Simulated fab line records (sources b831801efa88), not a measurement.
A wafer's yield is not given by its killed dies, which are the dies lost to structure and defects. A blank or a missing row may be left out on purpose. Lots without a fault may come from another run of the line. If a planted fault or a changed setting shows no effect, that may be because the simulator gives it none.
Matching of chambers :: flow sky130 :: SKY_CAPM_CVD_00 on pecvd-03: 3 sister chambers
The step deposits SiO2, target thk 15.5 nm. 6 wafers are shown with their chamber, then 8 later ones without.

== WAFERS WITH THEIR CHAMBER ==
wafer: L085.1
chamber: 2
heater_power_w (W): 746

wafer: L085.4
chamber: 2
heater_power_w (W): 775

wafer: L087.1
chamber: 1
heater_power_w (W): 957

wafer: L087.2
chamber: 0
heater_power_w (W): 644

wafer: L087.5
chamber: 1
heater_power_w (W): 940

wafer: L088.1
chamber: 0
heater_power_w (W): 634

== WAFERS WHOSE CHAMBER IS MISSING ==
wafer: L088.2
heater_power_w (W): 908

wafer: L088.3
heater_power_w (W): 875

wafer: L093.1
heater_power_w (W): 833

wafer: L093.2
heater_power_w (W): 860

wafer: L093.4
heater_power_w (W): 827

wafer: L096.2
heater_power_w (W): 803

wafer: L096.4
heater_power_w (W): 605

wafer: L096.6
heater_power_w (W): 788

== WHICH CHAMBER EACH ONE RAN IN ==
wafer: L088.2
from the rows above: 1
in truth: 1

wafer: L088.3
from the rows above: 1
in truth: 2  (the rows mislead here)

wafer: L093.1
from the rows above: 2
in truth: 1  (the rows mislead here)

wafer: L093.2
from the rows above: can't be placed: 1 or 2
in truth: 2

wafer: L093.4
from the rows above: 2
in truth: 2

wafer: L096.2
from the rows above: 2
in truth: 2

wafer: L096.4
from the rows above: 0
in truth: 0

wafer: L096.6
from the rows above: 2
in truth: 2
5 of 8 placed correctly. Not placeable from these rows: 1 (in 1, the candidates include the true chamber). 2 placed wrongly.
How it was worked out, from the rows above alone: a wafer's distance from a chamber is the root of the sum, over the readings, of the square of ((its reading less the chamber's mean) divided by the reading's scatter). The wafer belongs to the nearest chamber; if the next one is less than 2 further off, it can't be placed. The mean given for a chamber averages the wafers shown for that chamber. How the scatter is found: for the shown wafers, subtract from each reading the mean of its chamber, square and add these, divide the total by (wafers less chambers), then take the root.
